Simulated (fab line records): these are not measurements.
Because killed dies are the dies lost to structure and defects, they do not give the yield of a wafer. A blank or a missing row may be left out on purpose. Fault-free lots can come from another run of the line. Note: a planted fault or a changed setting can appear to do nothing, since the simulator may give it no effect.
fab line records    flow gf180mcu    part 2 of 2: steps 33 to 43 of 43
record: lots: 5  wafers: 15  lastDay: 34
route steps=602 shown NSD@245 PSD@248 SAB@264 SALICIDE@278 CONTACT@287
lots that met no fault: from a run of the same line without faults
startH: hours from the record's first day to the start of the lot's first wafer shown    waitH: hours from the lot's prior step to this one    " the same as in the row above    L1.1+2: one row covering several wafers at once    - value missing, or start not given    * or withheld: withheld    < > ~ a bound
route shown NAME@n: a module of which the file shows steps, and the number in the route of the first    usual: mean and standard deviation over wafers with no fault    same: alike in all rows    chamber/n: place in a boat    sites: readings site by site    _std_site: standard deviation across them    _edge_site: outer sites' mean less inner sites'    radiusMm: for every site, how far away it sits from the centre of the wafer    mask NAME#n: copy n    behind: the most recent tool/chamber to have shaped the wafer    hold: what put the lot on hold/how long, in hours/how the hold closed    device: transistor that didn't switch, given as n, p or np    end of line: at the end of the route, the tests of the same wafers    a step given without rows: its recipe and nothing more    killed: count of dies lost to structure and defects at first sort (not the wafer's yield)    map: a wafer's dies, x killed, . not, _ none there
set.NAME: the setting that was run; set.NAME@STEP: the one run at that earlier step    model.NAME: the simulator's own value behind a step, which no gauge read
lots at some steps of the route; a table a step, a row a wafer
services: the hour from which a tool's chamber was out of use, counted from the record's first day as startH (under 0 if before that day), plus the number of hours and why
== steps ==
step: GF_SAB_STRIP_13
recipe: chemistry: O2/N2  powerW: 1400  pressureMtorr: 1500  platenTempC: 250  o2FlowSccm: 3000  n2FlowSccm: 300  overashFraction: 0.5
usual: drypumpMotorCurrentA: 5.7/0.54  heaterPowerW: 330/38  n2FlowSccm: 300.0/0.81  oesProductAu: 0.710/0.0045  stripTimeToEndpointS: 12.62/0.042
lot.wafer  tool            chamber  startH  waitH  drypumpMotorCurrentA  heaterPowerW  n2FlowSccm  oesProductAu  rfHoursCounterH  stripTimeToEndpointS
L080.1     plasmaAsher-04  0        395.10  0.0    6.5                   379           301.4       0.709         77               12.62
L080.3     "               1        "       "      5.5                   354           299.3       0.707         -                12.60
L080.4     "               0        "       "      6.5                   377           301.0       0.710         -                12.63
L082.2     plasmaAsher-02  0        411.65  0.0    5.5                   362           300.1       0.710         65               12.64
L082.4     "               1        "       "      5.3                   364           298.8       0.709         -                12.66
L082.5     "               0        "       "      5.6                   369           301.2       0.712         -                12.63
L087.1     plasmaAsher-04  0        458.10  0.0    6.5                   379           300.3       0.713         3                12.69
L087.5     "               1        "       "      5.5                   333           301.6       0.714         -                12.69
L087.6     "               0        "       "      6.5                   382           300.8       0.711         -                12.68
L094.1     plasmaAsher-04  1        509.71  0.0    5.5                   323           301.4       0.706         8                12.65
L094.3     "               1        "       "      5.5                   337           300.4       0.709         -                12.62
L094.4     "               0        "       "      6.5                   375           299.9       0.715         -                12.60
L096.1     plasmaAsher-04  0        524.64  0.0    6.5                   370           299.7       0.710         9                12.71
L096.2     "               1        "       "      5.5                   325           300.5       0.709         9                12.68
L096.5     "               0        "       "      6.5                   382           298.4       0.710         -                12.71
step: GF_SALICIDE_CLEAN_00
recipe: chemistry: SC1/SC2  mix: 1:4:20  tempC: 70  timeS: 150
lot.wafer   tool         chamber  startH  waitH
L080.1+3+4  wetBench-03  3        395.20  0.1
L082.2+4+5  wetBench-01  1        411.75  0.1
L087.1+5+6  wetBench-01  1        458.20  0.1
L094.1+3+4  wetBench-01  2        509.81  0.1
L096.1+2+5  wetBench-01  2        524.74  0.1
step: GF_SALICIDE_WET_ETCH_01
recipe: chemistry: dHF  targetDepthNm: 5  dry: ipaMarangoni  target: SiO2  tempC: 25  dilution: 100:1  timeS: 100
lot.wafer   tool         chamber  startH  waitH
L080.1+3+4  wetBench-01  3        395.25  0.0
L082.2+4+5  wetBench-03  1        411.80  0.0
L087.1+5+6  wetBench-01  1        458.25  0.0
L094.1+3+4  wetBench-01  1        509.86  0.0
L096.1+2+5  wetBench-01  0        524.79  0.0
step: GF_SALICIDE_SPUTTER_02
recipe: material: Co  targetThkNm: 10  powerW: 1000  timeS: 20  chamberPressurePa: 0.4
usual: throttleValvePct: 30.3/0.75
lot.wafer  tool           chamber  startH  waitH  throttleValvePct
L080.1     pvdSputter-04  -        395.29  0.0    32.0
L080.3     "              -        "       "      30.9
L080.4     "              -        "       "      31.0
L082.2     pvdSputter-04  -        411.84  0.0    30.6
L082.4     "              -        "       "      31.0
L082.5     "              -        "       "      30.5
L087.1     pvdSputter-03  -        458.28  0.0    29.5
L087.5     "              -        "       "      30.1
L087.6     "              -        "       "      29.5
L094.1     pvdSputter-01  -        509.90  0.0    30.3
L094.3     "              -        "       "      29.8
L094.4     "              -        "       "      30.3
L096.1     pvdSputter-03  -        524.83  0.0    29.5
L096.2     "              -        "       "      29.3
L096.5     "              -        "       "      29.6
step: GF_SALICIDE_SPUTTER_03
recipe: material: TiN  targetThkNm: 20  powerW: 6500  timeS: 16.7  chamberPressurePa: 0.4
usual: throttleValvePct: 30.3/0.77
lot.wafer  tool           chamber  startH  waitH  throttleValvePct
L080.1     pvdSputter-04  -        395.32  0.0    31.8
L080.3     "              -        "       "      31.0
L080.4     "              -        "       "      31.0
L082.2     pvdSputter-04  -        411.87  0.0    30.8
L082.4     "              -        "       "      31.0
L082.5     "              -        "       "      30.8
L087.1     pvdSputter-03  -        458.31  0.0    29.6
L087.5     "              -        "       "      30.3
L087.6     "              -        "       "      29.3
L094.1     pvdSputter-01  -        509.93  0.0    30.4
L094.3     "              -        "       "      29.6
L094.4     "              -        "       "      30.3
L096.1     pvdSputter-03  -        524.85  0.0    29.9
L096.2     "              -        "       "      29.1
L096.5     "              -        "       "      29.7
step: GF_SALICIDE_RS_MEAS_04
recipe: thkMeasGauge: four-point-probe  reads: TiN_of_SALICIDE_SPUTTER_03+Co_of_SALICIDE_SPUTTER_02
usual: SALICIDE_TIN_RS: 16.29/0.28
lot.wafer  tool          chamber  startH  waitH  SALICIDE_TIN_RS[ohm/sq]
L080.1     filmMetro-01  -        395.35  0.0    16.00
L080.3     "             -        "       "      16.56
L080.4     "             -        "       "      16.01
L082.2     filmMetro-02  -        411.91  0.0    16.47
L082.4     "             -        "       "      16.12
L082.5     "             -        "       "      16.63
L087.1     filmMetro-02  -        458.34  0.0    16.73
L087.5     "             -        "       "      16.93
L087.6     "             -        "       "      16.74
L094.1     filmMetro-03  -        509.95  0.0    15.64
L094.3     "             -        "       "      16.39
L094.4     "             -        "       "      16.03
L096.1     filmMetro-03  -        524.88  0.0    16.05
L096.2     "             -        "       "      15.94
L096.5     "             -        "       "      16.36
step: GF_SALICIDE_THK_MEAS_05
recipe: thkMeasGauge: xrf  reads: TiN_of_SALICIDE_SPUTTER_03
usual: SALICIDE_TIN_THK: 20.11/0.25
lot.wafer  tool          chamber  startH  waitH  SALICIDE_TIN_THK[nm]
L080.1     filmMetro-01  -        395.47  0.1    20.03
L080.3     "             -        "       "      19.74
L080.4     "             -        "       "      20.35
L082.2     filmMetro-02  -        412.02  0.1    20.23
L082.4     "             -        "       "      20.01
L082.5     "             -        "       "      19.86
L087.1     filmMetro-02  -        458.46  0.1    19.91
L087.5     "             -        "       "      19.92
L087.6     "             -        "       "      20.15
L094.1     filmMetro-03  -        510.07  0.1    20.58
L094.3     "             -        "       "      20.35
L094.4     "             -        "       "      20.06
L096.1     filmMetro-03  -        525.00  0.1    20.56
L096.2     "             -        "       "      20.62
L096.5     "             -        "       "      20.38
step: GF_SALICIDE_RTA_06
recipe: tempC: 530  timeS: 30  ambient: N2
usual: lampPowerPct: 6.0/0.42  wafer_temp_C_max: 533.3/1.1
lot.wafer  tool          chamber  startH  waitH  lampPowerPct  wafer_temp_C_max
L080.1     rtpAnneal-01  0        395.53  0.1    6.3           534.4
L080.3     "             0        "       "      6.3           533.4
L080.4     "             0        "       "      6.3           534.2
L082.2     rtpAnneal-02  0        412.09  0.1    5.4           531.6
L082.4     "             0        "       "      5.4           531.7
L082.5     "             0        "       "      5.4           531.8
L087.1     rtpAnneal-02  0        458.52  0.1    5.4           531.6
L087.5     "             0        "       "      5.4           532.4
L087.6     "             0        "       "      5.4           532.0
L094.1     rtpAnneal-01  0        510.16  0.1    6.3           533.7
L094.3     "             0        "       "      6.3           534.4
L094.4     "             0        "       "      6.3           534.0
L096.1     rtpAnneal-01  0        525.06  0.1    6.3           535.1
L096.2     "             0        "       "      6.3           533.2
L096.5     "             0        "       "      6.3           534.1
step: GF_SALICIDE_WET_ETCH_07
recipe: chemistry: SPM  targetDepthNm: 120  dry: n2Spin
lot.wafer   tool         chamber  startH  waitH
L080.1+3+4  wetBench-01  1        395.63  0.1
L082.2+4+5  wetBench-02  3        412.17  0.1
L087.1+5+6  wetBench-03  0        458.62  0.1
L094.1+3+4  wetBench-03  2        510.37  0.2
L096.1+2+5  wetBench-01  3        525.16  0.1
step: GF_SALICIDE_RTA_08
recipe: tempC: 800  timeS: 30  ambient: N2
usual: lampPowerPct: 16.2/1.2  wafer_temp_C_max: 804.6/1.9
lot.wafer  tool          chamber  startH  waitH  lampPowerPct  wafer_temp_C_max
L080.1     rtpAnneal-02  0        395.73  0.0    14.9          801.8
L080.3     "             0        "       "      14.9          802.4
L080.4     "             0        "       "      14.9          802.2
L082.2     rtpAnneal-01  0        412.28  0.0    17.4          807.6
L082.4     "             0        "       "      17.3          806.3
L082.5     "             0        "       "      17.4          806.5
L087.1     rtpAnneal-01  0        458.72  0.0    17.4          807.9
L087.5     "             0        "       "      17.4          804.7
L087.6     "             0        "       "      17.4          806.4
L094.1     rtpAnneal-01  0        510.55  0.0    17.4          807.2
L094.3     "             0        "       "      17.4          807.5
L094.4     "             0        "       "      17.4          807.1
L096.1     rtpAnneal-01  0        525.25  0.0    17.4          805.5
L096.2     "             0        "       "      17.3          804.8
L096.5     "             0        "       "      17.4          804.6
step: GF_CONTACT_CVD_00
recipe: material: SiO2  targetThkNm: 300  sigmaOpenFrac: 0.3  tempC: 400  timeS: 50  sih4FlowSccm: 60  pressureMtorr: 6
lot.wafer   tool       chamber  startH  waitH
L080.1+3+4  hdpcvd-01  1,0,0    395.83  0.1
L082.2+4+5  hdpcvd-02  1,1,2    412.37  0.1
L087.1+5+6  hdpcvd-01  1,2,0    458.82  0.1
L094.1+3+4  hdpcvd-01  1,2,0    510.65  0.1
L096.1+2+5  hdpcvd-01  1,2,2    525.35  0.1
== services ==
tool             chamber  startH  hours  kind
plasmaAsher-01   -        328.43  2.8    pm
ilineStepper-02  -        331.12  1.7    pm
implanter-02     -        341.86  2.8    repair
wetBench-03      -        349.81  0.7    repair
ilineStepper-01  -        350.94  1.7    pm
pecvd-03         -        368.88  14.0   pm
pecvd-03         2        369.36  2.0    repair
wetBench-03      -        370.77  2.8    repair
ilineStepper-01  -        371.86  8.1    repair
implanter-03     -        373.38  4.3    pm
rieDiel-03       3        391.27  6.6    repair
ilineStepper-01  -        391.86  0.6    repair
pvdSputter-04    -        392.12  0.5    repair
plasmaAsher-04   -        421.25  9.0    pm
pvdSputter-03    -        446.09  1.4    repair
implanter-03     -        450.18  4.6    repair
implanter-02     -        453.30  20.8   repair
pvdSputter-03    -        468.45  3.9    repair
rtpAnneal-02     -        482.08  46.2   pm
implanter-03     -        482.72  0.6    repair
ilineStepper-01  -        482.95  10.8   repair
plasmaAsher-04   -        499.36  1.5    repair
ilineStepper-02  -        501.13  4.4    pm
implanter-02     -        520.93  3.1    repair
